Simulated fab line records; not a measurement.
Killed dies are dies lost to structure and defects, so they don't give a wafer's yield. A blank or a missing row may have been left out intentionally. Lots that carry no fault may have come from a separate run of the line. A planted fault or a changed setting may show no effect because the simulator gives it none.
Problem report in the 8D (eight disciplines) form, filled by code	flow gf180mcu	the parts of the form that need people (team, actions taken, sign-off) are left out

1. PROBLEM STATEMENT
At GF_M3_METAL_ETCH_16, bias w averages 176.1 W over 2 wafers from 2 lots, while fault-free wafers read 140.1 W, standard deviation 0.45. That puts it +80 standard deviations away from the usual mean.
The step: etches the open film in Cl2/BCl3, stops on SiO2, target depth 627.5 nm, time 104.6 s.
The first sign was on wafer L827.2 at day 24 16:09, on rie metal-02. The record holds 33 wafers of 11 lots with a number at this step. Rule for "out" (also "out of limits"): further than 4 standard deviations from the usual mean. Any other wafer with a number is counted as sound.

2. WHAT IT IS, WHAT IT ISN'T
question	is	is not
which readings at this step	bias w	drypump motor current A, oes product au, throttle valve pct
which lots	L827, L829	L819, L820, L824, L825, L828, L831, L835, L837, L839
which wafers of those lots	L827.2, L829.1	L827.1, L827.3, L829.2, L829.4
read on which tools	rie metal-02	rie metal-03, rie metal-04
when	from day 24 16:09	up to then (14 sound wafers); but 17 sound wafers of L828, L829, L831, L835, L837, L839 came after

3. SUSPECTS, AND WHAT RULES EACH OUT
Counting: any tool at a process step up to the reading remains a suspect provided it ran every lot that is out. Sound lots after the first of them don't rule it out here, since some wafers of a struck lot are sound.
- rie metal-02 at GF_M3_METAL_ETCH_16 (etches the open film in Cl2/BCl3, stops on SiO2, target depth 627.5 nm, time 104.6 s): kept. It ran every lot that is out, first L827 (day 24 16:09); its last sound lot up to then is L824 (day 23 08:20). Its own bias w readings are out on those wafers.
- The sound lot-mates ran in chamber 1 of rie metal-02 at GF_M3_METAL_ETCH_16, but the wafers that are out ran in chamber 0.
Left after counting: rie metal-02 at GF_M3_METAL_ETCH_16.

4. THE CAUSE (what the simulator had put in)
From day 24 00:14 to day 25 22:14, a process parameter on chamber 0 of rie metal-02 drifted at GF_M3_METAL_ETCH_16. From 140, the setting bias w moved by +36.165. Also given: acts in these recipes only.
This tool alone remained once counting was done.

5. THE CHAIN OF EFFECTS, in route order
Rows list readings where the struck wafers' mean (over those with a number) sits beyond 3 standard deviations from the usual. Readings are gone through only where the record gives a usual standard deviation; hours: the median, over the lots, of the time from a lot's start at the first step in this table giving one to that lot's start at this step; sigmas: the change measured in usual standard deviations.
hours	step	reading	usual	on struck wafers	change	sigmas
0	GF_M3_METAL_ETCH_16	bias w	140.1 W	176.1	+36.0	+80
0	GF_M3_STRIP_17	strip time to endpoint s	7.87 s	7.63	-0.24	-7.1
Process steps it contains:
- GF_M3_METAL_ETCH_16: etches the open film in Cl2/BCl3, stops on SiO2, target depth 627.5 nm, time 104.6 s.
- GF_M3_STRIP_17: strips in O2/N2.
Later measuring or inspecting steps at which every struck wafer that the step has a row for has a number for every such reading, and none has moved that far: GF_V3_BOW_MEAS_05.

6. HOW IT WOULD HAVE BEEN CAUGHT EARLIER
First out-of-limits reading in this record: day 24 16:09, which is 16 hours after fault onset at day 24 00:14.
